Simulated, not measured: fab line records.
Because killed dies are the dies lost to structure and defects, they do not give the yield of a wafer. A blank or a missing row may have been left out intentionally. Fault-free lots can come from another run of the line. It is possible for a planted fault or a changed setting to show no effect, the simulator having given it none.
What tool caused it?	flow sky130	12 lots, 36 wafers sampled, at 5 steps of a route of 708

## WHAT THE GAUGES READ, wafer by wafer
SKY_GATE_OXIDE_THK_MEAS_02.
lot	measured	on	GATE_OXIDE_OXIDATION_00_THK (nm)
L186	day 13 06:29	filmMetro-02	9.93 9.84 9.86
L187	day 13 10:53	filmMetro-03	10.21 10.32 9.90
L188	day 13 18:32	filmMetro-01	10.31 10.53 10.42
L189	day 15 10:31	filmMetro-01	10.49 10.64 10.74
L197	day 17 00:35	filmMetro-01	2.88 2.80 2.78
L198	day 18 00:22	filmMetro-01	3.08 2.90 2.98
L199	day 18 21:05	filmMetro-03	10.16 10.30 10.09
L200	day 19 10:53	filmMetro-01	10.14 10.21 10.34
L201	day 19 10:52	filmMetro-03	10.02 9.99 10.02
L202	day 19 10:50	filmMetro-01	10.08 9.98 9.95
L206	day 20 21:35	filmMetro-03	10.18 10.31 10.44
L207	day 21 05:24	filmMetro-01	10.36 10.30 10.31

SKY_LDD_HVP_OVL_MEAS_07.
lot	measured	on	LDD_HVP_OVL (nm)
L186	day 22 02:16	overlay-01	0.1 0.8 1.6
L187	day 22 06:10	overlay-02	2.2 1.1 2.9
L188	day 22 12:52	overlay-01	1.5 3.5 1.7
L189	day 24 19:08	overlay-01	-0.8 -1.7 -1.5
L197	day 26 09:52	overlay-02	-0.6 -0.8 -2.3
L198	day 27 05:10	overlay-01	-0.4 -0.8 -1.1
L199	day 28 05:01	overlay-02	-2.9 -3.0 -0.8
L200	day 28 17:10	overlay-02	1.8 1.4 0.9
L201	day 28 17:28	overlay-02	-1.6 -2.3 -2.6
L202	day 28 15:22	overlay-01	2.1 0.8 2.1
L206	day 29 20:46	overlay-01	1.3 1.9 3.3
L207	day 30 05:40	overlay-02	1.6 3.6 -1.4

SKY_SD_N_RS_MEAS_18: a four-point-probe measurement.
lot	measured	on	RES_XHIGH_RS (ohm/sq)
L186	day 28 10:20	filmMetro-02	332.7 332.9 332.8
L187	day 28 14:41	filmMetro-02	333.2 333.8 333.7
L188	day 28 21:14	filmMetro-04	331.9 332.4 333.7
L189	day 30 20:25	filmMetro-02	333.4 333.9 333.5
L197	day 32 08:18	filmMetro-04	332.1 333.4 332.1
L198	day 33 01:37	filmMetro-03	334.4 333.7 334.8
L199	day 34 01:48	filmMetro-04	333.9 335.2 334.7
L200	day 34 13:47	filmMetro-04	333.2 332.5 331.6
L201	day 34 13:08	filmMetro-03	334.4 334.5 335.2
L202	day 34 12:47	filmMetro-02	334.1 332.9 332.8
L206	day 35 15:08	filmMetro-04	333.3 333.4 333.0
L207	day 36 11:56	filmMetro-03	336.7 336.2 335.5

SKY_LI_CONTACT_OVL_MEAS_13.
lot	measured	on	LI_CONTACT_OVL (nm)
L186	day 29 14:41	overlay-01	-8 -12 -12
L187	day 29 20:11	overlay-01	1 0 -9
L188	day 30 04:52	overlay-01	3 5 6
L189	day 32 00:49	overlay-02	-6 3 2
L197	day 33 12:05	overlay-02	1 -7 -3
L198	day 34 04:40	overlay-02	-4 -3 -1
L199	day 35 04:18	overlay-02	-2 -5 -4
L200	day 35 17:11	overlay-01	-1 -2 -4
L201	day 35 16:32	overlay-01	4 3 5
L202	day 35 16:23	overlay-02	8 0 5
L206	day 36 17:38	overlay-01	-2 -6 -3
L207	day 37 13:50	overlay-01	0 -3 2

## WHAT TOOL EACH LOT RAN ON (gives the tool, then ch and the chambers of the sampled wafers, and finally the start)
lot	SKY_GATE_OXIDE_OXIDATION_01
L186	furnace-02 ch 0, day 13 05:04
L187	furnace-02 ch 0, day 13 09:28
L188	furnace-01 ch 0, day 13 17:08
L189	furnace-01 ch 0, day 15 09:06
L197	furnace-01 ch 0, day 16 23:10
L198	furnace-01 ch 0, day 17 22:58
L199	furnace-02 ch 0, day 18 19:40
L200	furnace-02 ch 0, day 19 09:25
L201	furnace-02 ch 0, day 19 09:25
L202	furnace-02 ch 0, day 19 09:25
L206	furnace-02 ch 0, day 20 20:11
L207	furnace-01 ch 0, day 21 03:59
- SKY_GATE_OXIDE_OXIDATION_01: stabilise 600 s, purge 300 s, target thk 10.268 nm.

## AS READ BY THE TOOLS THEMSELVES (means over the sampled wafers that have a number; for cases with no such wafer, the mark the record gives instead)
SKY_GATE_OXIDE_OXIDATION_01.
lot	tool	spikeTcBottomC (C)	spikeTcCentreC (C)	spikeTcLowerC (C)	spikeTcTopC (C)	spikeTcUpperC (C)	tubeCenterTempC (C)	tube_center_temp_C_max	zonePowerCentrePct (%)	zonePowerLowerPct (%)	zonePowerTopPct (%)	zonePowerUpperPct (%)
L186	furnace-02	915.9	901.0	901.1	916.7	900.6	899.97	902.4	23.1	22.2	33.6	23.3
L187	furnace-02	917.9	900.9	902.1	915.7	900.9	899.97	902.1	23.0	22.2	33.1	23.3
L188	furnace-01	922.1	900.4	901.9	911.6	901.4	899.97	901.8	18.6	19.8	31.6	19.0
L189	furnace-01	920.7	900.0	902.4	911.7	901.1	900.04	902.4	18.8	19.6	31.6	19.0
L197	furnace-01	820.9	799.3	802.0	811.9	800.8	799.22	801.3	14.8	15.3	26.3	14.7
L198	furnace-01	820.1	799.6	800.3	812.8	801.2	799.21	801.9	14.5	15.5	26.1	14.8
L199	furnace-02	917.2	900.7	901.8	915.3	901.3	900.07	902.3	22.9	22.1	32.9	23.3
L200	furnace-02	916.8	900.7	901.4	916.0	901.1	900.01	902.1	23.0	22.0	33.3	23.3
L201	furnace-02	916.7	900.0	902.2	915.0	900.8	899.89	902.6	22.9	22.1	33.3	23.2
L202	furnace-02	917.4	900.4	901.7	916.6	900.9	899.99	902.2	22.9	22.2	33.4	23.1
L206	furnace-02	917.3	901.0	902.7	916.1	900.3	900.06	902.4	23.1	22.1	33.3	23.1
L207	furnace-01	920.7	901.0	902.0	911.6	901.8	899.93	902.5	18.7	19.8	31.7	19.0

## THE ANSWER, worked out from the rows above alone
Rule: what is usual is taken from the lots themselves. The widest of any qualifying gaps counts: lots, ordered by their means at a reading, are off when they make up no more than a third of the lots, leave a main group of 4 or more, and stand apart from it by 3 or more times the standard deviation of that group's means. A main group is skipped when, at the precision printed for the reading in the tables above, its means are all equal. Also off: a lot with no number at a reading for which 4 or more lots have one. All remaining lots with rows at the step are treated as sound. The gauges are gone through in route order, then the tools' own readings, and for those a lot's mean is taken as printed above. The first step at which some lot is off is used, and at that step the reading that is off furthest; a lot without a number counts as furthest.
Off: at SKY_GATE_OXIDE_THK_MEAS_02 (GATE_OXIDE_OXIDATION_00_THK), L197, L198. For the main group the mean is 10.21 nm and the standard deviation 0.21.
A tool fits if, at a process step before that reading, it ran every lot that is off, and no sound lot after the first of them. Not tried: the gauges at SKY_GATE_OXIDE_THK_MEAS_02; whatever is off there is also off at SKY_GATE_OXIDE_OXIDATION_01, on other tools, and gauge error can't account for it. Of those tried, none fits.

## WHAT WAS PUT IN BY THE SIMULATOR
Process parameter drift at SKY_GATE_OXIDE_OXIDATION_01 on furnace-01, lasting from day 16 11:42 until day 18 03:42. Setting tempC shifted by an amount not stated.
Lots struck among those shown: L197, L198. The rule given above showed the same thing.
